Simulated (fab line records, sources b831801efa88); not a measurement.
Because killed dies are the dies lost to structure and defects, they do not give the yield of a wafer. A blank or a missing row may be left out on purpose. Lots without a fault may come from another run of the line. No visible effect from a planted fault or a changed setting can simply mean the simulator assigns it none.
Matching of chambers :: flow sky130 :: 4 sister chambers for SKY_POLY_CUT_ETCH_10 on rie_diel-04
The step etches BARC in N2/H2, stops on SiO2, time 45.9 s, target depth 60 nm. 18 wafers are shown with their chamber, then 9 later ones without.

EACH WAFER AND ITS CHAMBER
wafer: L561.2
chamber: 0
drypump_motor_current_A (A): 5.3
oes_product_au (a.u.): 0.854
chamber_pressure_mTorr (mTorr): 30.001

wafer: L561.4
chamber: 2
drypump_motor_current_A (A): 5.5
oes_product_au (a.u.): 0.850
chamber_pressure_mTorr (mTorr): 29.975

wafer: L561.5
chamber: 2
drypump_motor_current_A (A): 5.5
oes_product_au (a.u.): 0.853
chamber_pressure_mTorr (mTorr): 30.040

wafer: L562.3
chamber: 3
drypump_motor_current_A (A): 6.2
oes_product_au (a.u.): 0.854
chamber_pressure_mTorr (mTorr): 30.004

wafer: L562.5
chamber: 0
drypump_motor_current_A (A): 5.3
oes_product_au (a.u.): 0.850
chamber_pressure_mTorr (mTorr): 29.998

wafer: L562.6
chamber: 3
drypump_motor_current_A (A): 6.2
oes_product_au (a.u.): 0.857
chamber_pressure_mTorr (mTorr): 29.980

wafer: L564.1
chamber: 3
drypump_motor_current_A (A): 6.2
oes_product_au (a.u.): 0.846
chamber_pressure_mTorr (mTorr): 29.968

wafer: L564.5
chamber: 3
drypump_motor_current_A (A): 6.1
oes_product_au (a.u.): 0.854
chamber_pressure_mTorr (mTorr): 29.990

wafer: L564.6
chamber: 2
drypump_motor_current_A (A): 5.5
oes_product_au (a.u.): 0.854
chamber_pressure_mTorr (mTorr): 30.020

wafer: L565.4
chamber: 1
drypump_motor_current_A (A): 5.9
oes_product_au (a.u.): 0.850
chamber_pressure_mTorr (mTorr): 30.002

wafer: L565.5
chamber: 3
drypump_motor_current_A (A): 6.2
oes_product_au (a.u.): 0.856
chamber_pressure_mTorr (mTorr): 29.999

wafer: L565.6
chamber: 0
drypump_motor_current_A (A): 5.4
oes_product_au (a.u.): 0.851
chamber_pressure_mTorr (mTorr): 30.026

wafer: L574.2
chamber: 0
drypump_motor_current_A (A): 5.3
oes_product_au (a.u.): 0.861
chamber_pressure_mTorr (mTorr): 30.037

wafer: L574.4
chamber: 1
drypump_motor_current_A (A): 5.8
oes_product_au (a.u.): 0.850
chamber_pressure_mTorr (mTorr): 30.001

wafer: L574.5
chamber: 0
drypump_motor_current_A (A): 5.3
oes_product_au (a.u.): 0.850
chamber_pressure_mTorr (mTorr): 29.983

wafer: L576.1
chamber: 0
drypump_motor_current_A (A): 5.3
oes_product_au (a.u.): 0.863
chamber_pressure_mTorr (mTorr): 29.981

wafer: L576.2
chamber: 2
drypump_motor_current_A (A): 5.5
oes_product_au (a.u.): 0.852
chamber_pressure_mTorr (mTorr): 30.006

wafer: L576.3
chamber: 1
drypump_motor_current_A (A): 5.8
oes_product_au (a.u.): 0.849
chamber_pressure_mTorr (mTorr): 30.018

SIGNATURES, as means of the wafers listed above
reading: drypump_motor_current_A
chamber 0: 5.317
chamber 1: 5.833
chamber 2: 5.500
chamber 3: 6.180
scatter within a chamber: 0.0405

reading: oes_product_au
chamber 0: 0.85483
chamber 1: 0.84967
chamber 2: 0.85225
chamber 3: 0.85340
scatter within a chamber: 0.00424

reading: chamber_pressure_mTorr
chamber 0: 30.00433
chamber 1: 30.00700
chamber 2: 30.01025
chamber 3: 29.98820
scatter within a chamber: 0.0205
Rule: for a wafer and a chamber, the distance is found by dividing, reading by reading, the gap between the wafer's reading and the chamber's mean by the reading's scatter, squaring, summing and taking the root. If the next closest chamber is less than 2 further off than the closest, the wafer can't be placed; otherwise it belongs to the closest. How the scatter is found: for the shown wafers, subtract from each reading the mean of its chamber, square and add these, divide the total by (wafers less chambers), then take the root.

WAFERS WITH NO CHAMBER GIVEN
wafer: L577.4
drypump_motor_current_A (A): 5.8
oes_product_au (a.u.): 0.849
chamber_pressure_mTorr (mTorr): 29.982

wafer: L577.5
drypump_motor_current_A (A): 5.8
oes_product_au (a.u.): 0.848
chamber_pressure_mTorr (mTorr): 30.018

wafer: L577.6
drypump_motor_current_A (A): 5.5
oes_product_au (a.u.): 0.854
chamber_pressure_mTorr (mTorr): 29.987

wafer: L579.4
drypump_motor_current_A (A): 5.6
oes_product_au (a.u.): 0.851
chamber_pressure_mTorr (mTorr): 30.016

wafer: L579.5
drypump_motor_current_A (A): 6.2
oes_product_au (a.u.): 0.847
chamber_pressure_mTorr (mTorr): 30.021

wafer: L579.6
drypump_motor_current_A (A): 5.3
oes_product_au (a.u.): 0.857
chamber_pressure_mTorr (mTorr): 30.011

wafer: L582.1
drypump_motor_current_A (A): 6.1
oes_product_au (a.u.): 0.862
chamber_pressure_mTorr (mTorr): 29.984

wafer: L582.4
drypump_motor_current_A (A): 5.8
oes_product_au (a.u.): 0.842
chamber_pressure_mTorr (mTorr): 30.039

wafer: L582.5
drypump_motor_current_A (A): 5.3
oes_product_au (a.u.): 0.865
chamber_pressure_mTorr (mTorr): 30.035

WHICH CHAMBER EACH ONE RAN IN
wafer: L577.4
from the rows above: 1
in truth: 1

wafer: L577.5
from the rows above: 1
in truth: 1

wafer: L577.6
from the rows above: 2
in truth: 2

wafer: L579.4
from the rows above: 2
in truth: 2

wafer: L579.5
from the rows above: 3
in truth: 3

wafer: L579.6
from the rows above: 0
in truth: 0

wafer: L582.1
from the rows above: 3
in truth: 3

wafer: L582.4
from the rows above: 1
in truth: 1

wafer: L582.5
from the rows above: 0
in truth: 0
Correctly placed: 9 of 9. From these rows, 0 cannot be placed. Number placed wrongly: 0.
